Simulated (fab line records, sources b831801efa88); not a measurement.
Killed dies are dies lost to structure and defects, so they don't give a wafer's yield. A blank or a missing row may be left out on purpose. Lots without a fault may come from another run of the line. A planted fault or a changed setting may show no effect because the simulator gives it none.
One fault seen from 2 desks | flow gf180mcu | each desk has only its own numbers; what lay behind them comes last

THE METROLOGY DESK
What the gauges read, lot by lot, whatever tool the lot ran on: means of the sampled wafers that have a number. A lot is out of limits, marked OUT, if its mean lies more than 4 standard deviations from the usual mean; the brackets give that distance.
Columns: A = HV_LDD_CVD_54_THK at GF_HV_LDD_THK_MEAS_55, usual 10.02 nm; B = M2_ALCU_RS at GF_M2_RS_MEAS_05, usual 0.0695 ohm/sq; C = V2_W_RS at GF_V2_RS_MEAS_24, usual 0.324 ohm/sq
lot  | first seen here | A               | B      | C
L805 | day 12 13:43    | 10.01           | 0.0689 | 0.330
L806 | day 12 16:38    | 9.94            | 0.0701 | 0.319
L807 | day 13 03:07    | 9.95            | 0.0694 | 0.320
L809 | day 13 19:24    | 10.07           | 0.0695 | 0.320
L810 | day 14 13:50    | 9.94            | 0.0691 | 0.328
L815 | day 15 23:39    | 13.38 (+24) OUT | 0.0692 | 0.323
L816 | day 16 08:42    | 10.28           | 0.0694 | 0.320
L817 | day 16 16:43    | 10.02           | 0.0686 | 0.325
L822 | day 18 11:37    | 9.86            | 0.0689 | 0.320
L823 | day 18 18:43    | 9.88            | 0.0680 | 0.324
L826 | day 19 16:52    | 9.99            | 0.0705 | 0.327
L827 | day 20 03:26    | 10.08           | 0.0698 | 0.327
L828 | day 20 09:40    | 10.00           | 0.0697 | 0.328
This desk's finding: out of limits on L815; first on L815, day 15 23:39 (HV_LDD_CVD_54_THK at GF_HV_LDD_THK_MEAS_55). In limits: L805, L806, L807, L809, L810, L816, L817, L822, L823, L826, L827, L828.

THE TOOL OWNER'S DESK: lpcvd-02
The tool's own readings at GF_HV_LDD_CVD_54 (deposits SiO2 from TEOS, target thk 10 nm, time 75 s): means of the sampled wafers that have a number, for each lot that ran on this tool. A lot is out of limits, marked OUT, if its mean lies more than 4 standard deviations from the usual mean; the brackets give that distance.
Columns: A = spike_tc_centre_C at GF_HV_LDD_CVD_54, usual 681.3 C; B = spike_tc_upper_C at GF_HV_LDD_CVD_54, usual 680.2 C; C = zone_power_bottom_pct at GF_HV_LDD_CVD_54, usual 15.5 %; D = zone_power_centre_pct at GF_HV_LDD_CVD_54, usual 10.6 %; E = zone_power_upper_pct at GF_HV_LDD_CVD_54, usual 10.00 %
lot  | first seen here | A     | B               | C    | D    | E
L809 | day 13 18:22    | 681.0 | 680.9           | 14.4 | 11.7 | 10.24
L815 | day 15 22:37    | 676.4 | 709.3 (+26) OUT | 14.2 | 8.6  | 16.75 (+22) OUT
L816 | day 16 07:41    | 677.6 | 708.7 (+26) OUT | 14.2 | 8.6  | 16.79 (+23) OUT
This desk's finding: out of limits on L815, L816; first on L815, day 15 22:37 (spike_tc_upper_C at GF_HV_LDD_CVD_54). In limits: L809.

PUT TOGETHER
The tool owner's desk could have raised an alarm at day 15 22:37, on L815, L816.
The metrology desk could have raised an alarm at day 15 23:39, on L815.
The metrology desk has L816 on record, within its limits.
Of the lots named, all ran GF_HV_LDD_CVD_54 on lpcvd-02.

WHAT THE SIMULATOR HAD PUT IN
Process parameter drift: lpcvd-02, from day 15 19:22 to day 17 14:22, at GF_HV_LDD_CVD_54. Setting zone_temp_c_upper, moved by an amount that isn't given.
Lots struck among those shown: L815, L816.
Hours from the fault's start to each desk's first reading out of limits: the tool owner's desk, 3; the metrology desk, 4.
